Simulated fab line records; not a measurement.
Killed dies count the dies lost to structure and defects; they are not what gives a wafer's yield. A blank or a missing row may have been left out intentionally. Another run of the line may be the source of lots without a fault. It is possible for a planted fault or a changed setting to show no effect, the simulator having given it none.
One fault seen from 2 desks || flow sky130 || each desk has only its own numbers; what lay behind them comes last

## THE METROLOGY DESK
Means of the sampled wafers that have a number, per lot and without regard to the tool the lot ran on: this is what the gauges read. The brackets show how far a lot's mean lies from the usual mean; more than 4 standard deviations puts the lot out of limits, marked OUT.
Columns: A = CONTACT_W_RS at SKY_CONTACT_RS_MEAS_25, usual 0.340 ohm/sq; B = CONTACT_W_THK at SKY_CONTACT_THK_MEAS_26, usual 332 nm
{"lot": "L459", "first seen here": "day 31 14:06", "A": 0.345, "B": 326}
{"lot": "L467", "first seen here": "day 34 16:22", "A": 0.338, "B": 332}
{"lot": "L474", "first seen here": "day 37 04:40", "A": 0.341, "B": 332}
{"lot": "L477", "first seen here": "day 38 10:22", "A": 0.337, "B": 334}
{"lot": "L478", "first seen here": "day 38 10:36", "A": 0.339, "B": 329}
This desk found nothing out of limits on any of the 5 lots.

## THE TOOL OWNER'S DESK: pvd_sputter-02
At SKY_METAL1_SPUTTER_01 (material TiN, target thk 20 nm, time 16.7 s) the tool's own readings: per lot run on this tool, the mean of the sampled wafers that have a number. The brackets show how far a lot's mean lies from the usual mean; more than 4 standard deviations puts the lot out of limits, marked OUT.
Columns: A = throttle_valve_pct at SKY_METAL1_SPUTTER_01, usual 29.8 %
{"lot": "L467", "first seen here": "day 34 16:52", "A": 29.6}
{"lot": "L474", "first seen here": "day 37 05:09", "A": 29.0}
This desk found nothing out of limits on any of the 2 lots.

## TAKEN TOGETHER
Metrology desk: nothing out of limits seen.
Nothing out of limits was seen by the tool owner's desk.

## WHAT THE SIMULATOR PUT IN
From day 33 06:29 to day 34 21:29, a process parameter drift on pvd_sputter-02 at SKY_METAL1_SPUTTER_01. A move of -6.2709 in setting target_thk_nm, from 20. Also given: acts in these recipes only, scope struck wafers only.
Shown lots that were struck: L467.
